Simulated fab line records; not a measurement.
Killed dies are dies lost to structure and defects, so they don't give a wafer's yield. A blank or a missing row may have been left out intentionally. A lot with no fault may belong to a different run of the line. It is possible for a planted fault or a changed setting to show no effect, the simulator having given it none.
Which tool did it? -- flow sky130 -- 10 lots, 30 wafers sampled, at 2 steps of a route of 708

WHAT THE GAUGES READ, wafer by wafer
SKY_VIA1_OVL_MEAS_13. Usual: VIA1_OVL typically reads -2 nm, with standard deviation 4.4.
lot,measured,on,VIA1_OVL (nm),flag
L166,day 34 00:14,overlay-01,-5 0 3,
L167,day 34 07:23,overlay-02,-7 -12 -1,
L170,day 36 01:56,overlay-01,-4 -9 -2,
L175,day 38 00:57,overlay-01,1 -4 -4,
L176,day 38 05:32,overlay-01,-1 2 -4,
L180,day 38 10:54,overlay-02,-9 -6 -6,
L183,day 39 09:17,overlay-01,-4 0 -1,
L184,day 40 01:20,overlay-01,-2 1 7,
L186,day 40 02:06,overlay-02,2 3 -4,
L187,day 40 14:56,overlay-02,1 4 -10,

SKY_METAL2_RS_MEAS_05: a four-point-probe measurement. Usual: METAL2_ALCU_RS typically reads 0.1271 ohm/sq, with standard deviation 0.0017.
lot,measured,on,METAL2_ALCU_RS (ohm/sq),flag
L166,day 34 01:46,film_metro-03,0.1298 0.1255 0.1290,
L167,day 34 09:01,film_metro-02,0.1260 0.1235 0.1285,
L170,day 36 03:28,film_metro-03,0.1291 0.1269 0.1281,
L175,day 38 02:29,film_metro-01,0.1267 0.1287 0.1270,
L176,day 38 07:01,film_metro-02,0.1277 0.1282 0.1287,
L180,day 38 12:25,film_metro-02,0.1263 0.1254 0.1261,
L183,day 39 10:49,film_metro-01,0.1253 0.1252 0.1231,
L184,day 40 02:56,film_metro-02,0.1267 0.1271 0.1278,
L186,day 40 03:56,film_metro-02,0.1254 0.1276 0.1272,
L187,day 40 16:25,film_metro-03,0.1263 0.1267 0.1260,

WHAT TOOL EACH LOT RAN ON (gives the tool, then ch and the chambers of the sampled wafers, and finally the start)
The record holds no process step before these readings.

WHAT THE TOOLS THEMSELVES READ (means of the sampled wafers that have a number; where no wafer has one, the mark that the record gives instead)
The record holds no such reading with a usual standard deviation.

THE ANSWER, worked out from the rows above alone
Rule: take the mean of a lot's wafers that have a number; if it is more than 3 standard deviations from the usual mean, the lot is off. A lot without any number at a reading at which 4 lots or more have one is off too. All remaining lots with rows at the step are treated as sound. The gauges are gone through in route order, then the tools' own readings, and for those a lot's mean is taken as printed above. The first step at which some lot is off is used, and at that step the reading that is off furthest; a lot without a number counts as furthest.
No lot is off at any reading shown: from this, nothing can be told.

WHAT THE SIMULATOR HAD INSERTED
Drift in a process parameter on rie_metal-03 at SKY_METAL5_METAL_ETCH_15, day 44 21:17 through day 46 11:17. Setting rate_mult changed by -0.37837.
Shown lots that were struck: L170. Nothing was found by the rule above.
